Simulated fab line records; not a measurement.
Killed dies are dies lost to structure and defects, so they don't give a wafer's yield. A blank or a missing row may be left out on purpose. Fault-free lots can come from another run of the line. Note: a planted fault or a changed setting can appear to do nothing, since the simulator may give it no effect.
The tool behind it: which one? + flow gf180mcu + 7 lots, 21 wafers sampled, at 3 steps of a route of 602

== WHAT EACH GAUGE READ, for each wafer ==
GF_MIM_RS_MEAS_10: uses a four-point probe to measure.
| lot  | measured     | on            | MIM_ALCU_RS (ohm/sq) |
|------|--------------|---------------|----------------------|
| L219 | day 25 13:16 | film metro-02 | 0.1568 0.1551 0.1558 |
| L221 | day 26 05:53 | film metro-04 | 0.1616 0.1579 0.1605 |
| L225 | day 27 11:22 | film metro-01 | 9.3611 9.2440 9.3291 |
| L229 | day 28 16:04 | film metro-02 | 0.1581 0.1585 0.1600 |
| L231 | day 29 09:32 | film metro-04 | 0.1609 0.1606 0.1600 |
| L234 | day 30 02:01 | film metro-04 | 0.1596 0.1618 0.1588 |
| L238 | day 31 11:29 | film metro-01 | 0.1574 0.1611 0.1622 |

== TOOL THAT RAN EACH LOT (tool first, then ch and the chambers of the sampled wafers, then the start) ==
| lot  | GF_MIM_SPUTTER_04            | GF_MIM_SPUTTER_08            |
|------|------------------------------|------------------------------|
| L219 | pvd sputter-03, day 25 13:01 | pvd sputter-03, day 25 13:11 |
| L221 | pvd sputter-01, day 26 05:37 | pvd sputter-04, day 26 05:47 |
| L225 | pvd sputter-03, day 27 11:07 | pvd sputter-01, day 27 11:17 |
| L229 | pvd sputter-01, day 28 15:47 | pvd sputter-03, day 28 15:58 |
| L231 | pvd sputter-04, day 29 09:19 | pvd sputter-01, day 29 09:29 |
| L234 | pvd sputter-03, day 30 01:47 | pvd sputter-04, day 30 01:58 |
| L238 | pvd sputter-01, day 31 11:16 | pvd sputter-04, day 31 11:26 |
- GF_MIM_SPUTTER_04: material TiN, target thk 50 nm, time 41.7 s.
- GF_MIM_SPUTTER_08: material AlCu, target thk 200 nm, time 10.6 s.

== THE ANSWER, worked out from the rows above alone ==
Rule: the lots themselves supply what counts as usual. Put in order of their means at a reading, lots are off if they are a third of the lots or fewer, leave a main group of 4 or more, and stand apart from it by a gap of 3 or more times the standard deviation of the main group's means; of several such gaps the widest counts. The tables above print the reading to a certain number of digits; a main group whose means all agree to those digits is not used. A lot without any number at a reading at which 4 lots or more have one is off too. Where the step has rows for the other lots, those lots are counted as sound.
Off: at GF_MIM_RS_MEAS_10 (MIM_ALCU_RS), L225. The main group: mean 0.1593 ohm/sq, standard deviation 0.0016.
If a tool, at a process step before that reading, ran all the lots that are off and no sound lot after the first of them, it fits. Those tools and the gauges at GF_MIM_RS_MEAS_10 are tried in the same way. Not one of the candidates tried fits.

== WHAT THE SIMULATOR HAD INSERTED ==
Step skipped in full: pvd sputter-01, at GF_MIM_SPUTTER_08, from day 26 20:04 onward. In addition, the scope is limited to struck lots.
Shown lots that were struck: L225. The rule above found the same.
